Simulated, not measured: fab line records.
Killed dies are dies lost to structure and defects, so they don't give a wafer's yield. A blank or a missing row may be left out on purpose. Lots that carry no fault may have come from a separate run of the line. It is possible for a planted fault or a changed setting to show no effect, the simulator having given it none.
A struck lot beside a sound one    flow gf180mcu    14 steps out of a route of 602
Sound: these wafers, L641.2, L641.4, L641.6. Struck: wafers L659.1, L659.2, L659.3. The cause is given at the end.
For every step that has rows: the tool of each side, followed by ch and its chambers, followed by its first start. Under that, the readings that differ: sound wafers    struck wafers    difference of the means    sigmas: that difference in standard deviations of wafers without a fault.
alike: same words and numbers on both sides, and readings whose means sit less than 2 such deviations apart. not compared: any withheld reading, any reading some wafer has no value for, any bound like >300 that may hide the same value, and any number with overlapping values for which the record gives no deviation.
A row with sigmas, a row that says differs or no value, or rows on one side alone: a step with any of these is where the two part. Numbers that don't overlap but have no deviation are shown without sigmas and don't part them. Lack of a reading on every wafer of one side parts them only where that side has two or more wafers.

first, 1 step without rows for these wafers: GF_NWELL_DEVELOP_06 (develop time 60 s).
GF_NWELL_OVL_MEAS_07:
  sound: overlay-01 at day 3 09:07; struck: overlay-01 at day 7 09:51
  alike: NWELL_OVL
then, 2 steps without rows for these wafers: GF_NWELL_IMPLANT_08; GF_NWELL_IMPLANT_09.
GF_NWELL_STRIP_10: strips in O2/N2.
  sound on plasma-asher-01 ch 0,1, day 3 09:26; struck on plasma-asher-02 ch 0,1, day 7 10:11
  alike: drypump-motor-current-A, heater-power-w, oes-product-au, strip-time-to-endpoint-s
  not compared: rf-hours-counter-h
GF_NWELL_TW_MEAS_11:
  sound: film-metro-04 at day 3 09:33; struck: film-metro-01 at day 7 10:17
reading   sound           struck          difference  sigmas
NWELL_TW  1530 1531 1524  1568 1565 1564  +37         +3
then, 6 steps without rows for these wafers: GF_LVPWELL_DEHYDRATE_00 (time 60 s); GF_LVPWELL_HMDS_01 (prime time 60 s); GF_LVPWELL_COAT_02 (resist thk 3000 nm); GF_LVPWELL_SOFTBAKE_03; GF_LVPWELL_EXPOSE_04 (exposes mask LVPWELL, target cd 600 nm); GF_LVPWELL_PEB_05.
GF_LVPWELL_DEVELOP_06: develop time 60 s.
  struck on litho-track-04, day 8 02:00; sound on litho-track-01 ch 0, day 3 21:00
  no value came back on the struck wafers for chill-plate-temp-C (C), develop-time-s (s); on the sound wafers chill-plate-temp-C (C) reads 22.95 23.06 23.04
GF_LVPWELL_OVL_MEAS_07:
  sound: overlay-01 at day 3 22:02; struck: overlay-01 at day 8 02:45
reading           sound           struck  difference                     sigmas
LVPWELL_OVL (nm)  -1.8 -1.7 -1.5  - - -   no value on the struck wafers  

== WHERE THEY PART ==
At GF_NWELL_TW_MEAS_11 first; at GF_LVPWELL_OVL_MEAS_07 last (within this record only).

WHY: what the simulator had put in
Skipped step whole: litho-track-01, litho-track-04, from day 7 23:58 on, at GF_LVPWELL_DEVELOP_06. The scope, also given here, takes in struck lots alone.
